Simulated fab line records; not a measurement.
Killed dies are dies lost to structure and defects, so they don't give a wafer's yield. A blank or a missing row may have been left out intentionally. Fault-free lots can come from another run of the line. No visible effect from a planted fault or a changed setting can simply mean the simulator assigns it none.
Which tool was responsible? :: flow sky130 :: 13 lots with 39 wafers sampled at 3 steps, on a route of 708 steps

WHAT THE GAUGES SHOWED, per wafer
The record holds no reading of a measuring or inspecting step that can be judged against a usual standard deviation.

WHICH TOOL RAN EACH LOT (tool, then ch and the chambers of the sampled wafers, then the start)
lot: L551
SKY_VIA3_ETCH_15: rie-diel-03 ch 1,2,3, day 39 14:58
SKY_VIA3_STRIP_16: plasma-asher-04 ch 0,1, day 39 15:04
SKY_PAD_OPEN_PROBE_99: -

lot: L553
SKY_VIA3_ETCH_15: rie-diel-04 ch 0,1, day 40 02:19
SKY_VIA3_STRIP_16: plasma-asher-01 ch 0,1, day 40 02:23
SKY_PAD_OPEN_PROBE_99: -

lot: L552
SKY_VIA3_ETCH_15: rie-diel-04 ch 0,1,2, day 40 04:49
SKY_VIA3_STRIP_16: plasma-asher-02 ch 0,1, day 40 04:53
SKY_PAD_OPEN_PROBE_99: -

lot: L554
SKY_VIA3_ETCH_15: rie-diel-02 ch 2,3, day 40 14:37
SKY_VIA3_STRIP_16: plasma-asher-02 ch 0,1, day 40 14:41
SKY_PAD_OPEN_PROBE_99: -

lot: L555
SKY_VIA3_ETCH_15: rie-diel-04 ch 0,1,3, day 40 18:45
SKY_VIA3_STRIP_16: plasma-asher-02 ch 0,1, day 40 18:49
SKY_PAD_OPEN_PROBE_99: -

lot: L556
SKY_VIA3_ETCH_15: rie-diel-03 ch 0,1,3, day 41 11:02
SKY_VIA3_STRIP_16: plasma-asher-04 ch 0,1, day 41 11:05
SKY_PAD_OPEN_PROBE_99: -

lot: L558
SKY_VIA3_ETCH_15: rie-diel-02 ch 1,2,3, day 41 19:44
SKY_VIA3_STRIP_16: plasma-asher-01 ch 0,1, day 41 19:47
SKY_PAD_OPEN_PROBE_99: -

lot: L561
SKY_VIA3_ETCH_15: rie-diel-04 ch 2,3, day 42 13:16
SKY_VIA3_STRIP_16: plasma-asher-02 ch 1, day 42 13:20
SKY_PAD_OPEN_PROBE_99: prober-02, day 48 05:31

lot: L564
SKY_VIA3_ETCH_15: rie-diel-03 ch 0,2,3, day 43 11:00
SKY_VIA3_STRIP_16: plasma-asher-04 ch 0,1, day 43 11:04
SKY_PAD_OPEN_PROBE_99: -

lot: L565
SKY_VIA3_ETCH_15: rie-diel-04 ch 0,2, day 43 18:37
SKY_VIA3_STRIP_16: plasma-asher-04 ch 0,1, day 43 18:43
SKY_PAD_OPEN_PROBE_99: -

lot: L566
SKY_VIA3_ETCH_15: rie-diel-02 ch 0,3, day 44 02:45
SKY_VIA3_STRIP_16: plasma-asher-02 ch 0,1, day 44 02:49
SKY_PAD_OPEN_PROBE_99: -

lot: L567
SKY_VIA3_ETCH_15: rie-diel-02 ch 0,2,3, day 44 09:28
SKY_VIA3_STRIP_16: plasma-asher-02 ch 0,1, day 44 09:32
SKY_PAD_OPEN_PROBE_99: -

lot: L571
SKY_VIA3_ETCH_15: rie-diel-02 ch 1,3, day 45 08:58
SKY_VIA3_STRIP_16: plasma-asher-01 ch 0,1, day 45 09:02
SKY_PAD_OPEN_PROBE_99: prober-02, day 50 10:44
- SKY_VIA3_ETCH_15: etches SiO2 in C4F8/O2/Ar, stops on TiN, target depth 507 nm, time 78 s.
- SKY_VIA3_STRIP_16: strips in O2/N2.
- SKY_PAD_OPEN_PROBE_99

AS READ BY THE TOOLS THEMSELVES (means over the sampled wafers that have a number; for cases with no such wafer, the mark the record gives instead)
SKY_VIA3_ETCH_15.
lot: L551
tool: rie-diel-03
oes-product-au (a.u.): 0.946
rf-fwd-power-W (W): 1489

lot: L553
tool: rie-diel-04
oes-product-au (a.u.): 0.945
rf-fwd-power-W (W): 1492

lot: L552
tool: rie-diel-04
oes-product-au (a.u.): 0.941
rf-fwd-power-W (W): 1491

lot: L554
tool: rie-diel-02
oes-product-au (a.u.): 0.947
rf-fwd-power-W (W): 1495

lot: L555
tool: rie-diel-04
oes-product-au (a.u.): 0.944
rf-fwd-power-W (W): 1491

lot: L556
tool: rie-diel-03
oes-product-au (a.u.): 0.946
rf-fwd-power-W (W): 1491

lot: L558
tool: rie-diel-02
oes-product-au (a.u.): 0.950
rf-fwd-power-W (W): 1489

lot: L561
tool: rie-diel-04
oes-product-au (a.u.): 0.945
rf-fwd-power-W (W): 1650

lot: L564
tool: rie-diel-03
oes-product-au (a.u.): 0.949
rf-fwd-power-W (W): 1488

lot: L565
tool: rie-diel-04
oes-product-au (a.u.): 0.947
rf-fwd-power-W (W): 1655

lot: L566
tool: rie-diel-02
oes-product-au (a.u.): 0.946
rf-fwd-power-W (W): 1495

lot: L567
tool: rie-diel-02
oes-product-au (a.u.): 0.945
rf-fwd-power-W (W): 1491

lot: L571
tool: rie-diel-02
oes-product-au (a.u.): 0.947
rf-fwd-power-W (W): 1491

SKY_VIA3_STRIP_16.
lot: L551
tool: plasma-asher-04
drypump-motor-current-A (A): 5.1
oes-product-au (a.u.): 0.407
strip-time-to-endpoint-s (s): 4.133

lot: L553
tool: plasma-asher-01
drypump-motor-current-A (A): 6.4
oes-product-au (a.u.): 0.398
strip-time-to-endpoint-s (s): 4.148

lot: L552
tool: plasma-asher-02
drypump-motor-current-A (A): 5.5
oes-product-au (a.u.): 0.400
strip-time-to-endpoint-s (s): 4.137

lot: L554
tool: plasma-asher-02
drypump-motor-current-A (A): 5.5
oes-product-au (a.u.): 0.401
strip-time-to-endpoint-s (s): 4.109

lot: L555
tool: plasma-asher-02
drypump-motor-current-A (A): 5.5
oes-product-au (a.u.): 0.401
strip-time-to-endpoint-s (s): 4.122

lot: L556
tool: plasma-asher-04
drypump-motor-current-A (A): 5.1
oes-product-au (a.u.): 0.398
strip-time-to-endpoint-s (s): 4.123

lot: L558
tool: plasma-asher-01
drypump-motor-current-A (A): 6.2
oes-product-au (a.u.): 0.403
strip-time-to-endpoint-s (s): 4.130

lot: L561
tool: plasma-asher-02
drypump-motor-current-A (A): 5.4
oes-product-au (a.u.): 0.403
strip-time-to-endpoint-s (s): 4.101

lot: L564
tool: plasma-asher-04
drypump-motor-current-A (A): 5.1
oes-product-au (a.u.): 0.401
strip-time-to-endpoint-s (s): 4.161

lot: L565
tool: plasma-asher-04
drypump-motor-current-A (A): 5.2
oes-product-au (a.u.): 0.404
strip-time-to-endpoint-s (s): 4.101

lot: L566
tool: plasma-asher-02
drypump-motor-current-A (A): 5.5
oes-product-au (a.u.): 0.405
strip-time-to-endpoint-s (s): 4.128

lot: L567
tool: plasma-asher-02
drypump-motor-current-A (A): 5.4
oes-product-au (a.u.): 0.399
strip-time-to-endpoint-s (s): 4.139

lot: L571
tool: plasma-asher-01
drypump-motor-current-A (A): 6.4
oes-product-au (a.u.): 0.403
strip-time-to-endpoint-s (s): 4.144

SKY_PAD_OPEN_PROBE_99.
lot: L561
tool: prober-02
defect-limited-yield (%): 82.4
killed_at_M0_to_M3: 50
killed_at_M4_up: 4.0
killed-at-contacts: 24
killed-at-front-end: 8
killed-at-other: 0.3
killed-dies: 86
killed-on-rim: 18
killed-open: 48
killed-short: 38
sort_bin_3_pad_short (%): 1.0
sort_bin_5_function (%): 10.0
sort_bin_6_memory (%): 6.5
sort-n-pass: 406
sort-yield-pct (%): 82.4

lot: L571
tool: prober-02
defect-limited-yield (%): 81.1
killed_at_M0_to_M3: 48
killed_at_M4_up: 4.7
killed-at-contacts: 24
killed-at-front-end: 16
killed-at-other: 0.3
killed-dies: 93
killed-on-rim: 18
killed-open: 55
killed-short: 37
sort_bin_3_pad_short (%): 0.7
sort_bin_5_function (%): 10.9
sort_bin_6_memory (%): 7.3
sort-n-pass: 399
sort-yield-pct (%): 81.1

THE ANSWER, worked out from the rows above alone
Rule: usual is defined by the lots themselves. Put in order of their means at a reading, lots are off if they are a third of the lots or fewer, leave a main group of 4 or more, and stand apart from it by a gap of 3 or more times the standard deviation of the main group's means; of several such gaps the widest counts. A main group whose means are all the same, to the digits that the tables above print for the reading, isn't used. Also off: a lot with no number at a reading for which 4 or more lots have one. Where the step has rows for the other lots, those lots are counted as sound. First the gauges in route order, then the tools' own readings, where a lot's mean is used as printed above. At the first step where some lot is off, the reading lying furthest off is the one used; lots without a number count as furthest.
Off, at SKY_VIA3_ETCH_15 on rf-fwd-power-W: L561, L565. The main group has a mean of 1491 W with a standard deviation of 2.1.
A tool fits if, at that step or a process step before it, it ran every lot that is off, and no sound lot after the first of them. One fits: rie-diel-04 at SKY_VIA3_ETCH_15. A fault onset in the window from L555 (day 40 18:45, its last sound lot) to L561 (day 42 13:16, its first lot off) fits.
On the lots that are off, the tool's own readings at SKY_VIA3_ETCH_15 differ by more than 5 times the standard deviation of the sound lots' means, which bears it out; rf-fwd-power-W reads 1652 W there versus 1491 W on the sound lots.

WHAT HAD BEEN PUT IN BY THE SIMULATOR
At SKY_VIA3_ETCH_15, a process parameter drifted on rie-diel-04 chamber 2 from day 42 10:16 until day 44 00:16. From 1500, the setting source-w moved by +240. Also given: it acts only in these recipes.
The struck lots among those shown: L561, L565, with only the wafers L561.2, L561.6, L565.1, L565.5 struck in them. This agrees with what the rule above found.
